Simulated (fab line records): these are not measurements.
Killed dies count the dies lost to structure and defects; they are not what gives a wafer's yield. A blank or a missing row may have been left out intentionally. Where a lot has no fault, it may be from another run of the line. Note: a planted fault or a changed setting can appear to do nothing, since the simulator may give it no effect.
Chamber matching    flow gf180mcu    GF_V1_CMP_26 on cmp-02: 4 sister chambers
The step polishes, stops on SiO2, t overpolish 15 s, target thk 0 nm. 4 wafers are shown with their chamber, then 7 later ones without.

== EACH WAFER AND ITS CHAMBER ==
wafer   chamber  motor current A (A)
L272.2  1        9.7
L272.4  2        10.4
L274.5  0        12.1
L274.6  3        12.9

== WAFERS WITH NO CHAMBER GIVEN ==
wafer   motor current A (A)
L275.2  12.3
L275.4  11.7
L275.6  9.4
L280.3  12.4
L280.4  11.9
L284.2  10.7
L284.3  12.5

== EACH ONE'S CHAMBER ==
wafer   from the rows above      in truth
L275.2  can't be placed: 0 or 3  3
L275.4  0                        0
L275.6  1                        1
L280.3  can't be placed: 0 or 3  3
L280.4  0                        0
L284.2  2                        2
L284.3  can't be placed: 0 or 3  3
4 of 7 placed correctly. Cannot be placed on the basis of these rows: 3; the candidates contain the true chamber in 3. 0 placed wrongly.
How it was worked out, from the rows above alone: a wafer's distance from a chamber is the root of the sum, over the readings, of the square of ((its reading less the chamber's mean) divided by the reading's scatter). The wafer belongs to the nearest chamber; if the next one is less than 2 further off, it can't be placed. For every chamber, the mean is computed from those of its wafers that are shown. The scatter (one wafer shown for each chamber): square how far every hidden wafer sits from the nearest shown wafer, average those squares and take the square root.
